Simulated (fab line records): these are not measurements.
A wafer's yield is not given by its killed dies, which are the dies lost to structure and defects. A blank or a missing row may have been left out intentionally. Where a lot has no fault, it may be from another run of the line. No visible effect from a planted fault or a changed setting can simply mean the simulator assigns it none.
What tool caused it? / flow gf180mcu / Sampling: 11 lots, 33 wafers, 4 of 602 route steps

== WHAT EACH GAUGE READ, for each wafer ==
GF_V1_RS_MEAS_24: measurement is done with a four-point probe.
lot=L136; measured=day 18 10:49; on=film_metro-02; V1_W_RS (ohm/sq)=0.327 0.326 0.327
lot=L137; measured=day 18 18:13; on=film_metro-02; V1_W_RS (ohm/sq)=0.329 0.332 0.331
lot=L138; measured=day 19 07:55; on=film_metro-03; V1_W_RS (ohm/sq)=0.331 0.332 0.333
lot=L140; measured=day 19 19:10; on=film_metro-02; V1_W_RS (ohm/sq)=0.327 0.333 0.327
lot=L141; measured=day 20 07:33; on=film_metro-03; V1_W_RS (ohm/sq)=0.337 0.333 0.333
lot=L142; measured=day 20 12:38; on=film_metro-03; V1_W_RS (ohm/sq)=0.334 0.333 0.332
lot=L143; measured=day 21 00:18; on=film_metro-02; V1_W_RS (ohm/sq)=0.329 0.330 0.329
lot=L144; measured=day 21 07:16; on=film_metro-03; V1_W_RS (ohm/sq)=0.330 0.333 0.335
lot=L150; measured=day 23 11:22; on=film_metro-03; V1_W_RS (ohm/sq)=0.323 0.293 0.323
lot=L154; measured=day 24 14:51; on=film_metro-03; V1_W_RS (ohm/sq)=0.328 0.327 0.326
lot=L159; measured=day 25 21:43; on=film_metro-03; V1_W_RS (ohm/sq)=0.329 0.331 0.331

== EACH LOT AND THE TOOL THAT RAN IT (in order: tool; ch and the chambers of the sampled wafers; start) ==
lot=L136; GF_M1_SPUTTER_02=pvd_sputter-04, day 16 09:31; GF_V1_ETCH_17=rie_diel-02 ch 0,1, day 18 10:43 or earlier; GF_V1_CVD_23=cvd_w-02 ch 0,1, day 18 10:43
lot=L137; GF_M1_SPUTTER_02=pvd_sputter-02, day 16 17:01; GF_V1_ETCH_17=rie_diel-03 ch 2,3, day 18 18:05 or earlier; GF_V1_CVD_23=cvd_w-02 ch 0, day 18 18:05
lot=L138; GF_M1_SPUTTER_02=pvd_sputter-04, day 17 06:34; GF_V1_ETCH_17=rie_diel-03 ch 0,1,3, day 19 07:48 or earlier; GF_V1_CVD_23=cvd_w-01 ch 0,1, day 19 07:48
lot=L140; GF_M1_SPUTTER_02=pvd_sputter-04, day 17 15:27; GF_V1_ETCH_17=rie_diel-02 ch 0,2,3, day 19 19:02 or earlier; GF_V1_CVD_23=cvd_w-01 ch 0, day 19 19:02
lot=L141; GF_M1_SPUTTER_02=pvd_sputter-01, day 18 05:17; GF_V1_ETCH_17=rie_diel-03 ch 0,2, day 20 07:26 or earlier; GF_V1_CVD_23=cvd_w-01 ch 0,1, day 20 07:26
lot=L142; GF_M1_SPUTTER_02=pvd_sputter-01, day 18 09:48; GF_V1_ETCH_17=rie_diel-02 ch 1,2,3, day 20 12:32 or earlier; GF_V1_CVD_23=cvd_w-01 ch 1, day 20 12:32
lot=L143; GF_M1_SPUTTER_02=pvd_sputter-04, day 18 22:01; GF_V1_ETCH_17=rie_diel-02 ch 0,1,2, day 21 00:11 or earlier; GF_V1_CVD_23=cvd_w-02 ch 0,1, day 21 00:11
lot=L144; GF_M1_SPUTTER_02=pvd_sputter-04, day 19 04:49; GF_V1_ETCH_17=rie_diel-02 ch 1,2,3, day 21 07:08 or earlier; GF_V1_CVD_23=cvd_w-02 ch 0,1, day 21 07:08
lot=L150; GF_M1_SPUTTER_02=pvd_sputter-01, day 21 09:01; GF_V1_ETCH_17=rie_diel-02 ch 2,3, day 23 11:13 or earlier; GF_V1_CVD_23=cvd_w-02 ch 0,1, day 23 11:13
lot=L154; GF_M1_SPUTTER_02=pvd_sputter-04, day 22 15:04; GF_V1_ETCH_17=rie_diel-02 ch 1,2,3, day 24 14:44 or earlier; GF_V1_CVD_23=cvd_w-01 ch 0,1, day 24 14:44
lot=L159; GF_M1_SPUTTER_02=pvd_sputter-02, day 24 00:52; GF_V1_ETCH_17=rie_diel-03 ch 1,2, day 25 21:37 or earlier; GF_V1_CVD_23=cvd_w-01 ch 0,1, day 25 21:37
- GF_M1_SPUTTER_02: material AlCu, target thk 450 nm, time 23.9 s.
- GF_V1_ETCH_17: etches SiO2 in C4F8/O2/Ar, stops on TiN, target depth 630 nm.
- GF_V1_CVD_23: deposits W, target thk 350 nm, time 105.05 s.

== THE ANSWER, worked out from the rows above alone ==
Rule: the usual values come from the lots themselves. Put in order of their means at a reading, lots are off if they are a third of the lots or fewer, leave a main group of 4 or more, and stand apart from it by a gap of 3 or more times the standard deviation of the main group's means; of several such gaps the widest counts. The tables above print the reading to a certain number of digits; a main group whose means all agree to those digits is not used. A lot without any number at a reading at which 4 lots or more have one is off too. All remaining lots with rows at the step are treated as sound.
Off: L150, at GF_V1_RS_MEAS_24 (V1_W_RS). Main group: mean 0.331 ohm/sq, sd 0.0024.
If a tool, at a process step before that reading, ran all the lots that are off and no sound lot after the first of them, it fits. The gauges at GF_V1_RS_MEAS_24 are tried like those tools. With no start given for some of its lots, GF_V1_ETCH_17 uses the hours and lot order of GF_V1_CVD_23. Can't be told from this: 2 tools fit, pvd_sputter-01 at GF_M1_SPUTTER_02, cvd_w-02 at GF_V1_CVD_23.

== WHAT THE SIMULATOR HAD PUT IN ==
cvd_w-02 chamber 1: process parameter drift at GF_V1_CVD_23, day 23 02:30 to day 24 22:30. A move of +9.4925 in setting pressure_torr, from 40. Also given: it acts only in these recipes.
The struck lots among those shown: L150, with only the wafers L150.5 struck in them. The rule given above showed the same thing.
